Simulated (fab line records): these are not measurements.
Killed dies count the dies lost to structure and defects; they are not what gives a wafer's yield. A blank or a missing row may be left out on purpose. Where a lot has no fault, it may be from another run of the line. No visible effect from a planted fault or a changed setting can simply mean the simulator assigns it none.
What tool caused it?    flow gf180mcu    39 wafers from 13 lots sampled at 5 of the route's 602 steps

## WHAT THE GAUGES READ, wafer by wafer
GF_STI_THK_MEAS_22. Usual: STI_OXIDATION_01_THK typically reads 15.09 nm, with standard deviation 0.23.
lot   measured     on             STI_OXIDATION_01_THK (nm)  flag
L529  day 2 03:39  film-metro-01  15.37 15.24 15.37          
L531  day 2 14:39  film-metro-01  15.30 15.17 15.24          
L533  day 3 03:47  film-metro-04  14.65 14.72 14.83          
L534  day 3 06:22  film-metro-04  15.12 14.89 15.07          
L541  day 4 16:07  film-metro-01  15.10 15.27 15.03          
L542  day 4 22:14  film-metro-01  15.08 15.01 14.90          
L543  day 5 04:55  film-metro-01  15.24 15.16 15.31          
L545  day 5 14:13  film-metro-04  15.15 15.24 15.16          
L547  day 6 01:07  film-metro-02  15.12 15.14 15.06          
L548  day 6 04:46  film-metro-02  15.01 15.17 15.04          
L549  day 6 09:46  film-metro-02  14.99 14.78 15.01          
L550  day 6 15:50  film-metro-02  14.81 14.92 14.97          
L552  day 7 01:29  film-metro-04  14.58 14.76 14.79          

GF_LVPWELL_OVL_MEAS_07. Usual: LVPWELL_OVL typically reads -0.1 nm, with standard deviation 1.4.
lot   measured     on          LVPWELL_OVL (nm)  flag
L529  day 3 22:19  overlay-02  -1.7 -0.8 -1.2    
L531  day 4 07:25  overlay-02  3.1 1.9 2.1       
L533  day 4 22:28  overlay-02  - - -             OFF
L534  day 5 02:07  overlay-02  1.6 0.2 0.9       
L541  day 6 14:19  overlay-01  -0.6 -1.1 -2.2    
L542  day 6 23:22  overlay-02  2.1 -0.6 -1.8     
L543  day 7 03:40  overlay-01  -0.9 -2.0 -2.2    
L545  day 7 13:52  overlay-02  -0.8 0.1 -2.5     
L547  day 8 02:10  overlay-02  1.0 0.7 1.6       
L548  day 8 06:53  overlay-01  1.8 1.6 1.4       
L549  day 8 12:01  overlay-02  0.7 -1.5 0.4      
L550  day 8 18:58  overlay-02  0.4 -0.6 0.2      
L552  day 9 06:10  overlay-02  1.7 0.0 1.5       

GF_LVPWELL_TW_MEAS_11. Usual: LVPWELL_TW typically reads 555, with standard deviation 7.4.
lot   measured     on             LVPWELL_TW   flag
L529  day 3 22:45  film-metro-01  567 564 564  
L531  day 4 07:51  film-metro-03  551 551 551  
L533  day 4 22:53  film-metro-03  30 30 30     OFF
L534  day 5 02:34  film-metro-04  564 565 562  
L541  day 6 14:44  film-metro-03  544 544 545  
L542  day 6 23:49  film-metro-01  562 565 563  
L543  day 7 04:06  film-metro-03  550 547 550  
L545  day 7 14:18  film-metro-03  551 547 552  
L547  day 8 02:36  film-metro-01  566 566 564  
L548  day 8 07:20  film-metro-04  564 564 564  
L549  day 8 12:26  film-metro-04  562 566 561  
L550  day 8 19:23  film-metro-03  551 554 551  
L552  day 9 06:35  film-metro-01  562 561 563  

GF_SAB_CD_MEAS_09 targets a cd of 420 nm. Usual: cd-nm reads 419.1 nm (standard deviation 2.3).
lot   measured      on         cd-nm (nm)         flag
L529  day 15 04:52  cd-sem-02  419.3 418.0 418.4  
L531  day 15 21:03  cd-sem-01  417.2 419.9 416.2  
L533  day 16 18:45  cd-sem-01  417.9 417.4 418.6  
L534  day 17 01:55  cd-sem-02  417.7 415.2 415.9  
L541  day 19 13:33  cd-sem-01  417.3 418.0 418.1  
L542  day 19 21:35  cd-sem-01  416.6 420.1 416.6  
L543  day 20 02:22  cd-sem-01  417.9 418.2 419.1  
L545  day 20 20:31  cd-sem-02  420.7 420.3 421.8  
L547  day 21 18:32  cd-sem-02  425.8 423.1 422.8  
L548  day 21 20:30  cd-sem-01  424.3 423.8 425.0  
L549  day 22 04:24  cd-sem-02  419.2 420.5 422.3  
L550  day 22 16:35  cd-sem-01  417.1 417.5 415.3  
L552  day 23 01:44  cd-sem-02  418.8 420.4 419.1  

## EACH LOT AND THE TOOL THAT RAN IT (in order: tool; ch and the chambers of the sampled wafers; start)
lot   GF_LVPWELL_EXPOSE_04
L529  iline-stepper-02 ch 0, day 3 15:52
L531  iline-stepper-02 ch 0, day 4 01:11
L533  iline-stepper-02 ch 0, day 4 16:13
L534  iline-stepper-01 ch 0, day 4 19:30
L541  iline-stepper-02 ch 0, day 6 07:01
L542  iline-stepper-02 ch 0, day 6 15:56
L543  iline-stepper-01 ch 0, day 6 20:09
L545  iline-stepper-01 ch 0, day 7 06:21
L547  iline-stepper-02 ch 0, day 7 18:36
L548  iline-stepper-02 ch 0, day 7 22:37
L549  iline-stepper-02 ch 0, day 8 04:04
L550  iline-stepper-01 ch 0, day 8 10:44
L552  iline-stepper-01 ch 0, day 8 21:38
- GF_LVPWELL_EXPOSE_04: exposes mask LVPWELL, target cd 600 nm.

## WHAT THE TOOLS THEMSELVES READ (means of the sampled wafers that have a number; where no wafer has one, the mark that the record gives instead)
The record holds no such reading with a usual standard deviation.

## THE ANSWER, worked out from the rows above alone
Rule: lot off if the mean of its wafers having a number is beyond 3 standard deviations from the usual mean. Also off: a lot with no number at a reading for which 4 or more lots have one. The other lots that the step has rows for count as sound. Order of review: gauges by route order, followed by the tools' own readings, for which a lot's mean as printed above is used. At the first step where some lot is off, the reading lying furthest off is the one used; lots without a number count as furthest.
Off: at GF_LVPWELL_OVL_MEAS_07 (LVPWELL_OVL), L533. Without a number there: L533.
A tool fits if, at a process step before that reading, it ran every lot that is off, and no sound lot after the first of them. The gauges at GF_LVPWELL_OVL_MEAS_07 aren't tried: what is off there is off at GF_LVPWELL_TW_MEAS_11 too, on other tools, and a gauge's error can't cause that. None of those tried fits.

## WHAT THE SIMULATOR PUT IN
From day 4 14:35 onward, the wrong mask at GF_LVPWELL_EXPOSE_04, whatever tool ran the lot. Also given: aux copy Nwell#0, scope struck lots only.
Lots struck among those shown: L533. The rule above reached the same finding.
